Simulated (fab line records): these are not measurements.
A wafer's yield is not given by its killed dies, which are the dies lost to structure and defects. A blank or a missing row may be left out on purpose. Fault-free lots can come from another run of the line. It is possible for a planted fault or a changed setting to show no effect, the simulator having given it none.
A lot that was struck, set against a sound lot ; flow sky130 ; 16 steps out of a route of 708
Sound: these wafers, L112.1, L112.4, L112.5. Struck: wafer L115.2 (left out: L115.3, L115.6 of the same lot, which were not struck); the cause appears at the end.
Each step with rows lists, per side, the tool, then ch with its chambers, then its first start. Under that, the readings that differ: sound wafers ; struck wafers ; difference of the means ; sigmas: that difference in standard deviations of wafers without a fault.
alike: readings with means less than 2 such deviations apart, plus words and numbers identical on both sides. not compared: withheld readings, readings lacking a value on some wafer, bounds such as >300 that could conceal the same value, and numbers that have no deviation in the record and whose values overlap.
A row with sigmas, a row that says differs or no value, or rows on one side alone: a step with any of these is where the two part. When numbers do not overlap yet have no deviation, they are printed without sigmas and do not part them. Lack of a reading on every wafer of one side parts them only where that side has two or more wafers.

SKY_METAL5_SPUTTER_03: material Ti, target thk 5 nm, time 3.3 s.
  sound: pvdSputter-04 at day 45 21:44; struck: pvdSputter-02 at day 46 14:08
  alike: throttleValvePct
SKY_METAL5_SPUTTER_04: material TiN, target thk 70 nm, time 58.3 s.
  sound: pvdSputter-04 at day 45 21:45; struck: pvdSputter-02 at day 46 14:10
  alike: throttleValvePct
SKY_METAL5_RS_MEAS_05: a four-point-probe measurement.
  sound: filmMetro-01 at day 45 21:48; struck: filmMetro-02 at day 46 14:14
  alike: METAL5_ALCU_RS
SKY_METAL5_THK_MEAS_06: measures by xrf.
  sound: filmMetro-01 at day 45 21:55; struck: filmMetro-02 at day 46 14:20
  alike: METAL5_ALCU_THK
then, 7 steps without rows for these wafers: SKY_METAL5_DEHYDRATE_07 (time 60 s); SKY_METAL5_HMDS_08 (prime time 60 s); SKY_METAL5_COAT_09 (resist thk 1800 nm); SKY_METAL5_SOFTBAKE_10 (time 60 s); SKY_METAL5_EXPOSE_11 (exposes mask MM5, target cd 1600 nm); SKY_METAL5_PEB_12; SKY_METAL5_DEVELOP_13 (develop time 60 s).
SKY_METAL5_DESCUM_14: chemistry O2, time 11 s.
  sound on rieMetal-03 ch 0,1, day 46 17:44; struck on rieMetal-03 ch 1, day 47 10:19
  alike: drypumpMotorCurrentA, oesProductAu, rfFwdPowerW
  not compared: rfHoursCounterH
SKY_METAL5_METAL_ETCH_15: etches the open film in Cl2/BCl3, stops on SiO2, target depth 1260 nm, time 252 s.
  sound on rieMetal-03 ch 0,1, day 46 17:46; struck on rieMetal-03 ch 1, day 47 10:21
reading;sound;struck;difference;sigmas
oesProductAu (a.u.);0.895 0.891 0.894;0.948;+0.055;+11
runLengthS (s);279.88 280.32 280.11;267.56;-12.54;-43
model.NOVOLAK_of_METAL5_COAT_09.thkNm (nm);1026 1027 1041;1077;+46;
  alike: drypumpMotorCurrentA, throttleValvePct
  not compared: rfFwdPowerW, rfHoursCounterH
SKY_METAL5_STRIP_16: strips in O2/N2.
  sound on plasmaAsher-03 ch 0,1, day 46 18:00; struck on plasmaAsher-04 ch 1, day 47 10:35
reading;sound;struck;difference;sigmas
stripTimeToEndpointS (s);12.97 12.97 13.13;13.55;+0.53;+4
  alike: drypumpMotorCurrentA, oesProductAu
  not compared: rfHoursCounterH
then, 1 step without rows for these wafers: SKY_METAL5_STRIP_17 (strips in post etch residue remover, time 1200 s).
SKY_PAD_OPEN_PROBE_99:
  record: rows for the struck wafers here (prober-01, day 49 04:50), none for the sound ones

WHERE THEY PART
Earliest at SKY_METAL5_METAL_ETCH_15; latest, in this record, at SKY_PAD_OPEN_PROBE_99.

WHY: what the simulator had put in
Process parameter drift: rieMetal-03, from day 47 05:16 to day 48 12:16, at SKY_METAL5_METAL_ETCH_15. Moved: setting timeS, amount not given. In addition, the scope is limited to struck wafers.
